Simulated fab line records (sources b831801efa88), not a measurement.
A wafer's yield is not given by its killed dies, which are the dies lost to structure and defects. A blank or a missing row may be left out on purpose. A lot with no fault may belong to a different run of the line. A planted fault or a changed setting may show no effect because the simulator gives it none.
Check for tools in common / flow sky130 / Sampled: 14 lots, 42 wafers

== REASON FOR OPENING ==
2 of 14 lots carry a flag on the reading VT_ADJUST_PCH_TW at SKY_VT_ADJUST_PCH_TW_MEAS_10. No-fault wafers: 142.0, standard deviation 1.8.
Rule: a lot is flagged in two cases, either no wafer of it has a number, or all its wafers with numbers fall more than 4 standard deviations from that mean. As for the other lots, they are considered sound.

lot=L275; measured=day 11 01:40; on=film-metro-02; VT_ADJUST_PCH_TW, wafer by wafer=143.7 144.1 145.1; flag=
lot=L276; measured=day 11 17:58; on=film-metro-03; VT_ADJUST_PCH_TW, wafer by wafer=141.3 141.3 141.1; flag=
lot=L277; measured=day 11 23:05; on=film-metro-03; VT_ADJUST_PCH_TW, wafer by wafer=140.3 141.3 140.7; flag=
lot=L282; measured=day 13 04:26; on=film-metro-02; VT_ADJUST_PCH_TW, wafer by wafer=30.0 30.0 30.4; flag=FLAGGED
lot=L283; measured=day 13 15:14; on=film-metro-01; VT_ADJUST_PCH_TW, wafer by wafer=29.7 29.7 29.7; flag=FLAGGED
lot=L286; measured=day 14 10:00; on=film-metro-02; VT_ADJUST_PCH_TW, wafer by wafer=142.6 143.7 143.1; flag=
lot=L287; measured=day 14 12:43; on=film-metro-01; VT_ADJUST_PCH_TW, wafer by wafer=141.0 141.5 139.9; flag=
lot=L288; measured=day 14 20:50; on=film-metro-02; VT_ADJUST_PCH_TW, wafer by wafer=143.9 143.0 143.2; flag=
lot=L290; measured=day 15 20:10; on=film-metro-03; VT_ADJUST_PCH_TW, wafer by wafer=141.1 141.2 141.3; flag=
lot=L291; measured=day 16 07:23; on=film-metro-01; VT_ADJUST_PCH_TW, wafer by wafer=141.1 140.9 141.6; flag=
lot=L293; measured=day 16 19:22; on=film-metro-02; VT_ADJUST_PCH_TW, wafer by wafer=143.7 144.5 144.5; flag=
lot=L294; measured=day 17 05:44; on=film-metro-02; VT_ADJUST_PCH_TW, wafer by wafer=143.6 143.8 143.4; flag=
lot=L295; measured=day 17 13:28; on=film-metro-03; VT_ADJUST_PCH_TW, wafer by wafer=140.5 140.9 139.9; flag=
lot=L296; measured=day 17 18:05; on=film-metro-03; VT_ADJUST_PCH_TW, wafer by wafer=140.7 140.4 140.6; flag=
The mean of the flagged lots' numbers is 29.9, -112.1 from the usual (-62 standard deviations).

== TOOL THAT RAN EACH LOT ==
Before the reading, the record contains 2 process steps out of a 708-step route. Cell contents, in order: the tool; ch with the chambers the sampled wafers went through; the start.
lot=L275; flag=; SKY_VT_ADJUST_HVTR_STRIP_10=plasma-asher-04 ch 0,1, day 10 02:13; SKY_VT_ADJUST_PCH_STRIP_09=plasma-asher-04 ch 0,1, day 11 01:34
lot=L276; flag=; SKY_VT_ADJUST_HVTR_STRIP_10=plasma-asher-04 ch 1, day 10 19:23; SKY_VT_ADJUST_PCH_STRIP_09=plasma-asher-04 ch 0,1, day 11 17:52
lot=L277; flag=; SKY_VT_ADJUST_HVTR_STRIP_10=plasma-asher-03 ch 0,1, day 11 00:22; SKY_VT_ADJUST_PCH_STRIP_09=plasma-asher-01 ch 0,1, day 11 22:59
lot=L282; flag=FLAGGED; SKY_VT_ADJUST_HVTR_STRIP_10=plasma-asher-02 ch 0,1, day 12 03:29; SKY_VT_ADJUST_PCH_STRIP_09=plasma-asher-02 ch 0,1, day 13 04:20
lot=L283; flag=FLAGGED; SKY_VT_ADJUST_HVTR_STRIP_10=plasma-asher-04 ch 0,1, day 12 14:56; SKY_VT_ADJUST_PCH_STRIP_09=plasma-asher-02 ch 0,1, day 13 15:08
lot=L286; flag=; SKY_VT_ADJUST_HVTR_STRIP_10=plasma-asher-02 ch 0,1, day 13 09:35; SKY_VT_ADJUST_PCH_STRIP_09=plasma-asher-02 ch 0,1, day 14 09:54
lot=L287; flag=; SKY_VT_ADJUST_HVTR_STRIP_10=plasma-asher-04 ch 0,1, day 13 12:05; SKY_VT_ADJUST_PCH_STRIP_09=plasma-asher-02 ch 0,1, day 14 12:37
lot=L288; flag=; SKY_VT_ADJUST_HVTR_STRIP_10=plasma-asher-03 ch 0,1, day 13 20:15; SKY_VT_ADJUST_PCH_STRIP_09=plasma-asher-02 ch 0,1, day 14 20:44
lot=L290; flag=; SKY_VT_ADJUST_HVTR_STRIP_10=plasma-asher-02 ch 0,1, day 14 17:50; SKY_VT_ADJUST_PCH_STRIP_09=plasma-asher-02 ch 0,1, day 15 20:04
lot=L291; flag=; SKY_VT_ADJUST_HVTR_STRIP_10=plasma-asher-04 ch 0,1, day 15 03:38; SKY_VT_ADJUST_PCH_STRIP_09=plasma-asher-04 ch 0,1, day 16 07:17
lot=L293; flag=; SKY_VT_ADJUST_HVTR_STRIP_10=plasma-asher-02 ch 1, day 15 15:24; SKY_VT_ADJUST_PCH_STRIP_09=plasma-asher-01 ch 0,1, day 16 19:16
lot=L294; flag=; SKY_VT_ADJUST_HVTR_STRIP_10=plasma-asher-03 ch 0,1, day 16 00:57; SKY_VT_ADJUST_PCH_STRIP_09=plasma-asher-04 ch 0,1, day 17 05:38
lot=L295; flag=; SKY_VT_ADJUST_HVTR_STRIP_10=plasma-asher-04 ch 0,1, day 16 08:31; SKY_VT_ADJUST_PCH_STRIP_09=plasma-asher-02 ch 0,1, day 17 13:22
lot=L296; flag=; SKY_VT_ADJUST_HVTR_STRIP_10=plasma-asher-04 ch 0,1, day 16 12:45; SKY_VT_ADJUST_PCH_STRIP_09=plasma-asher-01 ch 0,1, day 17 17:59
What is done by these steps:
- SKY_VT_ADJUST_HVTR_STRIP_10: strips in O2/N2.
- SKY_VT_ADJUST_PCH_STRIP_09: strips in O2/N2.
- SKY_VT_ADJUST_PCH_TW_MEAS_10

== FLAGGED AGAINST TOTAL, ONE TOOL AT A TIME (gauges that did the reading follow at the end) ==
step=SKY_VT_ADJUST_HVTR_STRIP_10; tool=plasma-asher-02; lots run=4; flagged=1; share of the flagged lots=some; sound lots run after its first flagged lot=3 (L286,L290,L293)
step=SKY_VT_ADJUST_HVTR_STRIP_10; tool=plasma-asher-03; lots run=3; flagged=0; share of the flagged lots=none; sound lots run after its first flagged lot=-
step=SKY_VT_ADJUST_HVTR_STRIP_10; tool=plasma-asher-04; lots run=7; flagged=1; share of the flagged lots=some; sound lots run after its first flagged lot=4 (L287,L291,L295,L296)
step=SKY_VT_ADJUST_PCH_STRIP_09; tool=plasma-asher-01; lots run=3; flagged=0; share of the flagged lots=none; sound lots run after its first flagged lot=-
step=SKY_VT_ADJUST_PCH_STRIP_09; tool=plasma-asher-02; lots run=7; flagged=2; share of the flagged lots=all; sound lots run after its first flagged lot=5 (L286,L287,L288,L290,L295)
step=SKY_VT_ADJUST_PCH_STRIP_09; tool=plasma-asher-04; lots run=4; flagged=0; share of the flagged lots=none; sound lots run after its first flagged lot=-
step=SKY_VT_ADJUST_PCH_TW_MEAS_10; tool=film-metro-01; lots run=3; flagged=1; share of the flagged lots=some; sound lots run after its first flagged lot=2 (L287,L291)
step=SKY_VT_ADJUST_PCH_TW_MEAS_10; tool=film-metro-02; lots run=6; flagged=1; share of the flagged lots=some; sound lots run after its first flagged lot=4 (L286,L288,L293,L294)
step=SKY_VT_ADJUST_PCH_TW_MEAS_10; tool=film-metro-03; lots run=5; flagged=0; share of the flagged lots=none; sound lots run after its first flagged lot=-

== WHAT THE TABLE PERMITS ==
All flagged lots share 1 row of the table, namely plasma-asher-02 at SKY_VT_ADJUST_PCH_STRIP_09.
- plasma-asher-02 at SKY_VT_ADJUST_PCH_STRIP_09: 2 of its 7 lots flagged. Lots that were sound ran on it after the first flagged one (L286, L287, L288, L290, L295); a persistent fault on the entire tool would not allow that. Its own readings lie more than 4 standard deviations out on every wafer of the flagged lots: strip-time-to-endpoint-s.
There is no row in the table that ran each flagged lot and no sound lot after the first.

== WHAT THE SIMULATOR HAD PUT IN ==
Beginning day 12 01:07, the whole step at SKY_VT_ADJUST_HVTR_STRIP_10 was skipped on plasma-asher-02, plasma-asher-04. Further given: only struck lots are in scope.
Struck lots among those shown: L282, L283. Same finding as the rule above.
